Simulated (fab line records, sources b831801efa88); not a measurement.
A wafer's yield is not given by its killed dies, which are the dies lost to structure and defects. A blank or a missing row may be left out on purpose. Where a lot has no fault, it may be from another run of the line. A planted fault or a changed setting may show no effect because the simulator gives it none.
Split-lot study | flow gf180mcu | 23 wafers read from 5 lots, route of 602 steps

## THE SPLIT ITSELF
At GF_NSD_DEVELOP_06 (develop time 60 s), the setting dev_temp_c was moved away from the recipe's 23 C on 7 of the 23 wafers read, by -15.9% to +11.6%. For the rest of the wafers, this setting stayed at what the recipe calls for.

Split to reading: the file shows no intervening step.

## THE READING
Shown in nm: cd_nm at GF_NSD_CD_MEAS_07, with target cd 400 nm. A value of 400.5 nm with a standard deviation of 2 nm is what fault-free wafers of this fab line usually give.

wafer  | tool, chamber at the split | dev_temp_c as run, C | against the recipe | cd_nm, nm | against lot-mates on the recipe
L074.1 | litho_track-01, 0          | 23                   | recipe             | 400.1     | -
L074.2 | litho_track-01, 0          | 23                   | recipe             | 400.9     | -
L074.3 | litho_track-01, 0          | 25.66                | +11.6%             | 392.0     | -8.5
L074.4 | litho_track-01, 0          | 23                   | recipe             | 400.5     | -
L074.6 | litho_track-01, 0          | 25.66                | +11.6%             | 391.8     | -8.7
L075.1 | litho_track-01, 0          | 23                   | recipe             | 403.1     | -
L075.2 | litho_track-01, 0          | 23                   | recipe             | 399.8     | -
L075.3 | litho_track-01, 0          | 23                   | recipe             | 400.0     | -
L075.5 | litho_track-01, 0          | 23                   | recipe             | 401.5     | -
L075.6 | litho_track-01, 0          | 23                   | recipe             | 402.6     | -
L077.1 | litho_track-01, 0          | 23                   | recipe             | 401.3     | -
L077.2 | litho_track-01, 0          | 23                   | recipe             | 401.0     | -
L077.4 | litho_track-01, 0          | 20.78                | -9.7%              | 407.4     | +6.2
L077.5 | litho_track-01, 0          | 20.78                | -9.7%              | 408.7     | +7.6
L077.6 | litho_track-01, 0          | 20.78                | -9.7%              | 408.1     | +7.0
L080.1 | litho_track-03, 0          | 23                   | recipe             | 398.8     | -
L080.3 | litho_track-03, 0          | 23                   | recipe             | 397.8     | -
L080.5 | litho_track-03, 0          | 23                   | recipe             | 396.3     | -
L081.1 | litho_track-01, 0          | 23                   | recipe             | 400.0     | -
L081.2 | litho_track-01, 0          | 19.34                | -15.9%             | 414.2     | +13.1
L081.3 | litho_track-01, 0          | 19.34                | -15.9%             | 414.8     | +13.7
L081.4 | litho_track-01, 0          | 23                   | recipe             | 400.1     | -
L081.6 | litho_track-01, 0          | 23                   | recipe             | 403.2     | -

FIT RESULTS
A straight line over all 23 wafers: cd_nm changes by -0.817 nm for each +1% of dev_temp_c; r = -0.96; the points scatter about the line by 1.6 nm.
The same after taking each lot's own level away (the mean of its wafers on the recipe; 23 wafers): -0.782 nm for each +1%; r = -0.98; scatter 1.1 nm.
That fit puts the effect of the largest move of dev_temp_c on the reading at 12 nm.
The span of the lots' own levels, 397.63 to 401.40 nm, comes to 1.9 times the standard deviation stated above.
Hence the lot-to-lot level has little effect on the slope; both slopes agree.
Check: with one of the wafers moved furthest among these (-15.9%) left out of the fit, the line predicts +12.3 nm for it against its lot-mates. It came out at +13.1 nm against them.

## OTHER SPLITS ON THESE WAFERS
Other splits were also applied to these wafers ahead of the reading. Each is held against what the fit with the lots' levels taken away leaves over:
other split on the same wafers      | wafers away from the commonest value | r with cd_nm (lot level and that fit taken away)
GF_POLY_GATE_OXIDATION_16 temp_c    | 15                                   | -0.02
GF_HV_LDD_DEVELOP_06 develop_time_s | 7                                    | -0.25
GF_HV_LDD_COAT_26 resist_thk_nm     | 9                                    | +0.09
GF_HV_LDD_IMPLANT_34 tilt_deg       | 6                                    | -0.02
GF_HV_LDD_COAT_41 spin_rpm          | 11                                   | -0.16
GF_HV_LDD_IMPLANT_48 energy_kev     | 9                                    | -0.03

## THE FILE'S OWN FIT
cd_nm changes by -0.793 nm for each +1% of dev_temp_c, r = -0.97.
